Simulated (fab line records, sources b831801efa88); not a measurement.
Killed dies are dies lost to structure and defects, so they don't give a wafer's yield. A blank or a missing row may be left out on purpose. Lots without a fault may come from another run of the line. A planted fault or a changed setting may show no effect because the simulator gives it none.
One fault seen from 2 desks | flow gf180mcu | each desk has only its own numbers; what lay behind them comes last

THE TOOL OWNER'S DESK: pvd_sputter-03
The tool's own readings at GF_M3_SPUTTER_04 (material TiN, target thk 50 nm, time 41.7 s): means of the sampled wafers that have a number, for each lot that ran on this tool. A lot is out of limits, marked OUT, if its mean lies more than 4 standard deviations from the usual mean; the brackets give that distance.
Columns: A = cathode_dc_power_W at GF_M3_SPUTTER_04, usual 6500.1 W; B = throttle_valve_pct at GF_M3_SPUTTER_04, usual 30.1 %
lot  | first seen here | A                        | B
L745 | day 20 12:19    | 6499.7                   | 30.3
L751 | day 22 12:03    | 6500.1                   | 30.5
L754 | day 23 14:48    | 6499.3                   | 29.7
L755 | day 24 07:22    | 6500.6                   | 30.8
L756 | day 24 13:46    | 6500.1                   | 29.9
L758 | day 25 03:56    | 6500.5                   | 30.7
L761 | day 26 00:18    | 6342.6 (-99 or more) OUT | 30.9
L762 | day 26 08:58    | 6342.3 (-99 or more) OUT | 30.8
This desk's finding: out of limits on L761, L762; first on L761, day 26 00:18 (cathode_dc_power_W at GF_M3_SPUTTER_04). In limits: L745, L751, L754, L755, L756, L758.

THE METROLOGY DESK
What the gauges read, lot by lot, whatever tool the lot ran on: means of the sampled wafers that have a number. A lot is out of limits, marked OUT, if its mean lies more than 4 standard deviations from the usual mean; the brackets give that distance.
Columns: A = M3_ALCU_RS at GF_M3_RS_MEAS_05, usual 0.0694 ohm/sq; B = cd_nm at GF_M3_CD_MEAS_14, usual 280.4 nm
lot  | first seen here | A      | B
L745 | day 20 12:22    | 0.0703 | 279.3
L746 | day 20 20:38    | 0.0690 | 280.0
L749 | day 21 22:37    | 0.0691 | 281.3
L751 | day 22 12:07    | 0.0697 | 279.0
L754 | day 23 14:53    | 0.0691 | 282.1
L755 | day 24 07:28    | 0.0696 | 280.6
L756 | day 24 13:49    | 0.0685 | 279.7
L758 | day 25 04:00    | 0.0690 | 280.1
L761 | day 26 00:20    | 0.0690 | 279.4
L762 | day 26 09:00    | 0.0691 | 280.8
L764 | day 26 22:43    | 0.0693 | 277.9
L766 | day 27 15:41    | 0.0701 | 281.6
L767 | day 28 03:58    | 0.0695 | 280.4
L768 | day 28 11:04    | 0.0697 | 280.5
This desk's finding: nothing out of limits on any of the 14 lots.

PUT TOGETHER
The tool owner's desk could have raised an alarm at day 26 00:18, on L761, L762.
The metrology desk saw nothing out of limits.
The metrology desk has L761, L762 on record, within its limits.
Of the lots named, all ran GF_M3_SPUTTER_04 on pvd_sputter-03.

WHAT THE SIMULATOR HAD PUT IN
Process parameter drift: pvd_sputter-03, from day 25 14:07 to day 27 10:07, at GF_M3_SPUTTER_04. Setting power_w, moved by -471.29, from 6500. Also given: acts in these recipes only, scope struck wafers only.
Lots struck among those shown: L761, L762.
Hours from the fault's start to each desk's first reading out of limits: the tool owner's desk, 10.
